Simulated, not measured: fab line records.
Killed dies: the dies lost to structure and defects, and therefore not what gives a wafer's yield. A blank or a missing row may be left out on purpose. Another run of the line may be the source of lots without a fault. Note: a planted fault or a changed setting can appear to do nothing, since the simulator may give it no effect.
Matching of chambers :: flow gf180mcu :: 4 sister chambers for GF_V1_CMP_04 on cmp-02
The step polishes SiO2. 8 wafers are shown with their chamber, then 8 later ones without.

WAFERS PAIRED WITH THEIR CHAMBERS
wafer: L078.6
chamber: 1
motorCurrentA (A): 12.1
timeToEndpointS (s): 75

wafer: L083.4
chamber: 2
motorCurrentA (A): 13.6
timeToEndpointS (s): 83

wafer: L083.5
chamber: 1
motorCurrentA (A): 12.1
timeToEndpointS (s): 74

wafer: L089.3
chamber: 3
motorCurrentA (A): 11.1
timeToEndpointS (s): 65

wafer: L089.4
chamber: 2
motorCurrentA (A): 13.2
timeToEndpointS (s): 73

wafer: L093.5
chamber: 0
motorCurrentA (A): 11.7
timeToEndpointS (s): 87

wafer: L093.6
chamber: 3
motorCurrentA (A): 10.5
timeToEndpointS (s): 73

wafer: L095.1
chamber: 0
motorCurrentA (A): 11.3
timeToEndpointS (s): 86

WAFERS WHOSE CHAMBER IS MISSING
wafer: L095.4
motorCurrentA (A): 13.6
timeToEndpointS (s): 75

wafer: L095.6
motorCurrentA (A): 13.2
timeToEndpointS (s): 84

wafer: L096.1
motorCurrentA (A): 12.5
timeToEndpointS (s): 73

wafer: L096.2
motorCurrentA (A): 13.3
timeToEndpointS (s): 82

wafer: L096.6
motorCurrentA (A): 10.9
timeToEndpointS (s): 75

wafer: L097.4
motorCurrentA (A): 11.3
timeToEndpointS (s): 73

wafer: L097.5
motorCurrentA (A): 13.5
timeToEndpointS (s): 75

wafer: L097.6
motorCurrentA (A): 11.5
timeToEndpointS (s): 78

WHICH CHAMBER EACH WENT THROUGH
wafer: L095.4
from the rows above: 2
in truth: 2

wafer: L095.6
from the rows above: 2
in truth: 2

wafer: L096.1
from the rows above: can't be placed: 1 or 2
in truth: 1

wafer: L096.2
from the rows above: 2
in truth: 2

wafer: L096.6
from the rows above: can't be placed: 3 or 0
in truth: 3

wafer: L097.4
from the rows above: can't be placed: 3 or 1 or 0
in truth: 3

wafer: L097.5
from the rows above: 2
in truth: 2

wafer: L097.6
from the rows above: can't be placed: 0 or 1 or 3
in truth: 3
Placed correctly: 4 of 8. Not placeable from these rows: 4 (in 4, the candidates include the true chamber). Number placed wrongly: 0.
How it was worked out, from the rows above alone: a wafer's distance from a chamber is the root of the sum, over the readings, of the square of ((its reading less the chamber's mean) divided by the reading's scatter). If the next closest chamber is less than 2 further off than the closest, the wafer can't be placed; otherwise it belongs to the closest. A chamber's mean is the mean of its shown wafers. How the scatter is found: for the shown wafers, subtract from each reading the mean of its chamber, square and add these, divide the total by (wafers less chambers), then take the root.
